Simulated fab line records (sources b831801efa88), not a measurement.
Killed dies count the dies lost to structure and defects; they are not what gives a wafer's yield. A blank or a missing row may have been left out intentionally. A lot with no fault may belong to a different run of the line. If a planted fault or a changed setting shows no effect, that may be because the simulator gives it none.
Which of the tools did it? | flow gf180mcu | 36 wafers from 12 lots sampled at 5 of the route's 602 steps

WHAT THE GAUGES READ, wafer by wafer
GF_HV_LDD_OVL_MEAS_08. Usual: HV_LDD_OVL 0.7 nm, standard deviation 1.4.
lot  | measured     | on         | HV_LDD_OVL (nm) | flag
L592 | day 10 07:07 | overlay-02 | 0.7 2.0 1.5     | 
L593 | day 10 10:19 | overlay-02 | 3.0 0.8 -0.3    | 
L594 | day 10 21:27 | overlay-02 | 4.2 3.7 3.2     | 
L595 | day 11 11:06 | overlay-02 | -0.8 0.3 -1.8   | 
L596 | day 11 11:10 | overlay-01 | 1.3 0.7 1.6     | 
L598 | day 12 08:47 | overlay-02 | 1.0 0.5 -0.9    | 
L601 | day 12 20:16 | overlay-01 | 1.7 1.0 1.4     | 
L603 | day 13 14:19 | overlay-01 | 0.8 1.2 -0.6    | 
L605 | day 14 07:43 | overlay-01 | -0.6 -2.0 -3.7  | 
L606 | day 14 15:53 | overlay-01 | 0.7 -0.8 0.2    | 
L609 | day 15 13:22 | overlay-02 | -1.0 -1.5 -1.2  | 
L611 | day 16 07:05 | overlay-01 | 1.2 -1.6 0.1    | 

GF_HV_LDD_OVL_MEAS_32. Usual: HV_LDD_02_OVL -0.5 nm, standard deviation 1.3.
lot  | measured     | on         | HV_LDD_02_OVL (nm) | flag
L592 | day 11 20:59 | overlay-01 | -3.9 -2.1 -3.0     | 
L593 | day 12 00:49 | overlay-01 | -1.3 -0.9 -0.9     | 
L594 | day 12 12:38 | overlay-02 | 0.2 1.0 -0.5       | 
L595 | day 13 01:56 | overlay-01 | -0.6 -1.8 -0.8     | 
L596 | day 13 02:16 | overlay-01 | -2.7 -2.1 -2.4     | 
L598 | day 14 02:25 | overlay-01 | -0.7 -0.5 -2.2     | 
L601 | day 14 14:00 | overlay-01 | -0.2 0.0 -2.2      | 
L603 | day 15 07:52 | overlay-01 | 165.9 166.1 166.0  | OFF
L605 | day 16 02:10 | overlay-01 | 168.1 163.9 166.2  | OFF
L606 | day 16 11:56 | overlay-02 | -0.8 -2.5 -2.6     | 
L609 | day 17 10:46 | overlay-01 | 0.3 1.4 1.2        | 
L611 | day 18 06:08 | overlay-01 | 1.1 -0.4 -1.7      | 

TOOL THAT RAN EACH LOT (tool first, then ch and the chambers of the sampled wafers, then the start)
lot  | GF_MVPSD_STRIP_10                  | GF_HV_LDD_STRIP_10                  | GF_HV_LDD_EXPOSE_28
L592 | plasmaAsher-02 ch 0,1, day 5 02:32 | plasmaAsher-02 ch 0,1, day 10 07:17 | ilineStepper-02 ch 0, day 11 11:40
L593 | plasmaAsher-03 ch 0,1, day 5 07:20 | plasmaAsher-02 ch 0,1, day 10 10:30 | ilineStepper-01 ch 0, day 11 15:20
L594 | plasmaAsher-03 ch 0,1, day 5 17:03 | plasmaAsher-02 ch 0,1, day 10 21:38 | ilineStepper-01 ch 0, day 12 02:46
L595 | plasmaAsher-03 ch 0,1, day 6 00:20 | plasmaAsher-02 ch 0,1, day 11 11:17 | ilineStepper-02 ch 0, day 12 15:49
L596 | plasmaAsher-04 ch 0,1, day 6 02:39 | plasmaAsher-03 ch 0, day 11 11:20   | ilineStepper-02 ch 0, day 12 16:07
L598 | plasmaAsher-03 ch 0,1, day 6 18:09 | plasmaAsher-03 ch 0,1, day 12 08:58 | ilineStepper-01 ch 0, day 13 15:47
L601 | plasmaAsher-04 ch 0,1, day 7 06:48 | plasmaAsher-04 ch 0,1, day 12 20:29 | ilineStepper-01 ch 0, day 14 03:52
L603 | plasmaAsher-04 ch 0,1, day 7 19:50 | plasmaAsher-03 ch 0,1, day 13 14:29 | ilineStepper-02 ch 0, day 14 21:08
L605 | plasmaAsher-04 ch 0,1, day 8 10:09 | plasmaAsher-03 ch 0,1, day 14 07:55 | ilineStepper-02 ch 0, day 15 15:17
L606 | plasmaAsher-02 ch 0,1, day 8 16:08 | plasmaAsher-03 ch 0,1, day 14 16:04 | ilineStepper-01 ch 0, day 16 00:34
L609 | plasmaAsher-03 ch 0,1, day 9 08:05 | plasmaAsher-03 ch 0, day 15 13:32   | ilineStepper-01 ch 0, day 16 23:29
L611 | plasmaAsher-04 ch 0,1, day 9 21:23 | plasmaAsher-02 ch 0,1, day 16 07:16 | ilineStepper-01 ch 0, day 17 18:25
- GF_MVPSD_STRIP_10: strips in O2/N2.
- GF_HV_LDD_STRIP_10: strips in O2/N2.
- GF_HV_LDD_EXPOSE_28: exposes mask Nplus HV AREA, target cd 400 nm.

WHAT THE TOOLS THEMSELVES READ (means of the sampled wafers that have a number; where no wafer has one, the mark that the record gives instead)
GF_MVPSD_STRIP_10. Usual: drypumpMotorCurrentA 5.5 A, standard deviation 0.38; heaterPowerW 320 W, standard deviation 22; o2FlowSccm 3001 sccm, standard deviation 9.3; oesProductAu 0.723 a.u., standard deviation 0.0047; stripTimeToEndpointS 36.98 s, standard deviation 0.11.
lot  | tool           | drypumpMotorCurrentA (A) | heaterPowerW (W) | o2FlowSccm (sccm) | oesProductAu (a.u.) | stripTimeToEndpointS (s) | flag
L592 | plasmaAsher-02 | 5.7                      | 331              | 2990              | 0.719               | 36.78                    | 
L593 | plasmaAsher-03 | 5.3                      | 310              | 3000              | 0.722               | 37.03                    | 
L594 | plasmaAsher-03 | 5.4                      | 309              | 3011              | 0.727               | 37.09                    | 
L595 | plasmaAsher-03 | 5.3                      | 309              | 3006              | 0.721               | 37.04                    | 
L596 | plasmaAsher-04 | 5.9                      | 334              | 3003              | 0.721               | 36.89                    | 
L598 | plasmaAsher-03 | 5.4                      | 311              | 2999              | 0.721               | 37.18                    | 
L601 | plasmaAsher-04 | 5.6                      | 344              | 2997              | 0.721               | 36.88                    | 
L603 | plasmaAsher-04 | 5.6                      | 344              | 3016              | 0.721               | 37.09                    | 
L605 | plasmaAsher-04 | 5.6                      | 340              | 3003              | 0.720               | 37.03                    | 
L606 | plasmaAsher-02 | 5.7                      | 292              | 3000              | 0.719               | 37.09                    | 
L609 | plasmaAsher-03 | 5.4                      | 306              | 3008              | 0.721               | 37.09                    | 
L611 | plasmaAsher-04 | 5.9                      | 335              | 3000              | 0.723               | 36.99                    | 

GF_HV_LDD_STRIP_10. Usual: drypumpMotorCurrentA 5.61 A, standard deviation 0.3; heaterPowerW 312 W, standard deviation 38; o2FlowSccm 3000 sccm, standard deviation 9.3; oesProductAu 0.716 a.u., standard deviation 0.0045; stripTimeToEndpointS 12.65 s, standard deviation 0.032.
lot  | tool           | drypumpMotorCurrentA (A) | heaterPowerW (W) | o2FlowSccm (sccm) | oesProductAu (a.u.) | stripTimeToEndpointS (s) | flag
L592 | plasmaAsher-02 | 5.67                     | 292              | 3008              | 0.714               | 12.67                    | 
L593 | plasmaAsher-02 | 5.67                     | 296              | 3000              | 0.719               | 12.61                    | 
L594 | plasmaAsher-02 | 5.73                     | 319              | 2998              | 0.715               | 12.67                    | 
L595 | plasmaAsher-02 | 5.73                     | 322              | 3003              | 0.718               | 12.67                    | 
L596 | plasmaAsher-03 | 5.10                     | 310              | 3000              | 0.714               | 12.67                    | 
L598 | plasmaAsher-03 | 5.41                     | 307              | 2986              | 0.713               | 12.62                    | 
L601 | plasmaAsher-04 | 5.62                     | 342              | 3002              | 0.710               | 12.59                    | 
L603 | plasmaAsher-03 | 5.25                     | 305              | 3005              | 0.714               | 12.69                    | 
L605 | plasmaAsher-03 | 5.42                     | 309              | 2990              | 0.719               | 12.63                    | 
L606 | plasmaAsher-03 | 5.42                     | 306              | 3009              | 0.718               | 12.67                    | 
L609 | plasmaAsher-03 | 5.10                     | 309              | 2995              | 0.713               | 12.68                    | 
L611 | plasmaAsher-02 | 5.76                     | 323              | 3002              | 0.717               | 12.65                    | 

THE ANSWER, worked out from the rows above alone
Rule: a lot is off if the mean of its wafers that have a number lies more than 3 standard deviations from the usual mean. A lot without any number at a reading at which 4 lots or more have one is off too. Any other lot the step has rows for is counted as sound. First the gauges in route order, then the tools' own readings, where a lot's mean is used as printed above. The first step at which some lot is off is used, and at that step the reading that is off furthest; a lot without a number counts as furthest.
Off: at GF_HV_LDD_OVL_MEAS_32 (HV_LDD_02_OVL), L603, L605.
If a tool, at a process step before that reading, ran all the lots that are off and no sound lot after the first of them, it fits. Those tools and the gauges at GF_HV_LDD_OVL_MEAS_32 are tried in the same way. One fits: ilineStepper-02 at GF_HV_LDD_EXPOSE_28. A fault onset in the window from L596 (day 12 16:07, its last sound lot) to L603 (day 14 21:08, its first lot off) fits.

WHAT WAS PUT IN BY THE SIMULATOR
Scanner matching overlay: ilineStepper-02, from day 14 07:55 on, at GF_HV_LDD_EXPOSE_28. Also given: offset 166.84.
Struck lots among those shown: L603, L605. The same result came from the rule above.
